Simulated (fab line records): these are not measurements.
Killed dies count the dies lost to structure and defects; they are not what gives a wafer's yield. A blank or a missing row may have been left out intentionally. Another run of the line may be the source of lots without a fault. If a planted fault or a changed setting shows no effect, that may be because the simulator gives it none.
Struck lot and sound lot, side by side	flow gf180mcu	44 out of 602 route steps
Sound: the wafers L659.1, L659.4, L659.6. Struck: wafers L669.1, L669.3, L669.5. Last of all comes the cause.
Order at every step that has rows: each side's tool, ch and its chambers, its first start. Under that, the readings that differ: sound wafers	struck wafers	difference of the means	sigmas: that difference in standard deviations of wafers without a fault.
alike: same words and numbers on both sides, and readings whose means sit less than 2 such deviations apart. not compared: any withheld reading, any reading some wafer has no value for, any bound like >300 that may hide the same value, and any number with overlapping values for which the record gives no deviation.
Wherever a step has rows on one side only, a row that says differs or no value, or a row with sigmas, the two part there. Numbers that have no deviation but don't overlap get no sigmas and don't part them. Lack of a reading on every wafer of one side parts them only where that side has two or more wafers.

first, 5 steps without rows for these wafers: GF_V1_STRIP_19 (strips in post etch residue remover, time 1200 s); GF_V1_CLEAN_20 (cleans in DIW); GF_V1_SPUTTER_21 (material Ti, target thk 15 nm, time 80.02 s); GF_V1_SPUTTER_22 (material TiN, target thk 10 nm, time 40 s); GF_V1_CVD_23 (deposits W, target thk 350 nm, time 105.05 s).
GF_V1_RS_MEAS_24: measurement is done with a four-point probe.
  struck on film-metro-04, day 23 09:07; sound on film-metro-02, day 19 11:17
  alike: V1_W_RS
GF_V1_THK_MEAS_25: measures by xrf.
  struck on film-metro-04, day 23 09:14; sound on film-metro-02, day 19 11:25
  alike: V1_W_THK
then, 1 step without rows for these wafers: GF_V1_CMP_26 (polishes, stops on SiO2, t overpolish 15 s, target thk 0 nm).
GF_M2_SPUTTER_00: material Ti, target thk 37.5 nm, time 150 s.
  struck on pvd-sputter-02, day 23 09:35; sound on pvd-sputter-04, day 19 11:46
  alike: chamber-pressure-pa, throttle-valve-pct
then, 1 step without rows for these wafers: GF_M2_SPUTTER_01 (material TiN, target thk 30 nm, time 25 s).
GF_M2_SPUTTER_02: material AlCu, target thk 450 nm, time 23.9 s.
  struck on pvd-sputter-02, day 23 09:43; sound on pvd-sputter-04, day 19 11:54
  alike: chamber-pressure-pa, throttle-valve-pct
then, 1 step without rows for these wafers: GF_M2_SPUTTER_03 (material Ti, target thk 10 nm, time 6.7 s).
GF_M2_SPUTTER_04: material TiN, target thk 50 nm, time 41.7 s.
  struck on pvd-sputter-02, day 23 09:46; sound on pvd-sputter-04, day 19 11:57
reading	sound	struck	difference	sigmas
chamber-pressure-pa (Pa)	0.3993 0.4004 0.4007	0.3171 0.3181 0.3173	-0.0826	-96
throttle-valve-pct (%)	31.7 29.0 28.7	34.8 34.5 34.9	+4.9	+5
model.TiN_of_M2_SPUTTER_04.thk-nm (nm)	49.35 49.24 49.03	52.04 51.18 52.24	+2.61	
GF_M2_RS_MEAS_05: measurement is done with a four-point probe.
  struck on film-metro-02, day 23 09:49; sound on film-metro-04, day 19 11:59
reading	sound	struck	difference	sigmas
M2_ALCU_RS (ohm/sq)	0.0705 0.0702 0.0704	0.0685 0.0693 0.0681	-0.0017	-2
GF_M2_THK_MEAS_06: measures by xrf.
  struck on film-metro-02, day 23 09:56; sound on film-metro-04, day 19 12:07
reading	sound	struck	difference	sigmas
M2_ALCU_THK (nm)	438 440 441	452 449 455	+12	+3
then, 7 steps without rows for these wafers: GF_M2_DEHYDRATE_07 (time 60 s); GF_M2_HMDS_08 (prime time 60 s); GF_M2_COAT_09 (resist thk 1000 nm); GF_M2_SOFTBAKE_10 (time 60 s); GF_M2_EXPOSE_11 (exposes mask Metal2, target cd 280 nm); GF_M2_PEB_12 (peb time 90 s); GF_M2_DEVELOP_13 (develop time 60 s).
GF_M2_CD_MEAS_14 targets a cd of 280 nm.
  struck on cd-sem-02, day 24 07:39; sound on cd-sem-01, day 20 11:19
  alike: cd-nm
GF_M2_OVL_MEAS_15:
  struck on overlay-02, day 24 07:46; sound on overlay-01, day 20 11:26
  alike: M2_OVL
GF_M2_METAL_ETCH_16: etches the open film in Cl2/BCl3, stops on SiO2, target depth 627.5 nm, time 104.6 s.
  sound on rie-metal-03 ch 0,1, day 20 11:29; struck on rie-metal-01 ch 1, day 24 07:48
reading	sound	struck	difference	sigmas
oes-product-au (a.u.)	0.968 0.965 0.968	0.992 0.976 0.980	+0.016	+2
  alike: chamber-pressure-mTorr, drypump-motor-current-A, throttle-valve-pct
  not compared: rf-hours-counter-h
GF_M2_STRIP_17: strips in O2/N2.
  sound on plasma-asher-03 ch 0,1, day 20 11:35; struck on plasma-asher-03 ch 1, day 24 07:57
  alike: chamber-pressure-mTorr, drypump-motor-current-A, heater-power-w, oes-product-au, platen-temp-c, strip-time-to-endpoint-s
  not compared: rf-hours-counter-h
then, 3 steps without rows for these wafers: GF_M2_STRIP_18 (strips in post etch residue remover, time 1200 s); GF_M2_CLEAN_19 (cleans in DIW); GF_V2_CVD_00 (deposits SiO2, target thk 600 nm, time 100 s).
GF_V2_THK_MEAS_01:
  struck on film-metro-02, day 24 08:36; sound on film-metro-01, day 20 12:14
  alike: V2_CVD_00_THK
then, 1 step without rows for these wafers: GF_V2_CVD_02 (deposits SiO2 from TEOS, target thk 850 nm, time 94.851 s).
GF_V2_THK_MEAS_03:
  struck on film-metro-02, day 24 08:44; sound on film-metro-01, day 20 12:22
  alike: V2_CVD_02_THK
GF_V2_CMP_04: polishes SiO2.
  sound on cmp-01 ch 1,2,3, day 20 12:25; struck on cmp-02 ch 0,2, day 24 08:50
  alike: motor-current-A, time-to-endpoint-s
GF_V2_BOW_MEAS_05:
  struck on film-metro-01, day 24 09:05; sound on film-metro-03, day 20 12:43
  alike: V2_BOW
then, 8 steps without rows for these wafers: GF_V2_DEHYDRATE_06 (time 60 s); GF_V2_HMDS_07 (prime time 60 s); GF_V2_COAT_08; GF_V2_COAT_09 (resist thk 1000 nm); GF_V2_SOFTBAKE_10 (time 60 s); GF_V2_EXPOSE_11 (exposes mask Via2, target cd 260 nm); GF_V2_PEB_12 (peb time 90 s); GF_V2_DEVELOP_13 (develop time 60 s).
GF_V2_STRIP_19: strips in post etch residue remover, time 1200 s.
  sound on wet-bench-04 ch 1, day 21 13:00; struck on wet-bench-02 ch 2, day 25 06:45
reading	sound	struck	difference	sigmas
model.TiN_of_M2_SPUTTER_04.thk-nm (nm)	48.52 48.41 48.2	51.2 50.34 51.39	+2.6	
-- the record jumps here: 8 days lie between the struck wafers' starts before and after (it left off in module V2 and takes up again in module PASSIVATION, whose first step shown is number 602 of the route) --
GF_PASSIVATION_PROBE_99:
  the record has rows for the struck wafers here (prober-01, day 32 20:04) and none for the sound ones

## WHERE THEY PART
Last at GF_PASSIVATION_PROBE_99 as far as this record goes, first at GF_M2_SPUTTER_04.

WHY: what the simulator had put in
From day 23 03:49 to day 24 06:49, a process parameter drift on pvd-sputter-02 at GF_M2_SPUTTER_04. From 0.4, the setting chamber-pressure-pa moved by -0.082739. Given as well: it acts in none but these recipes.
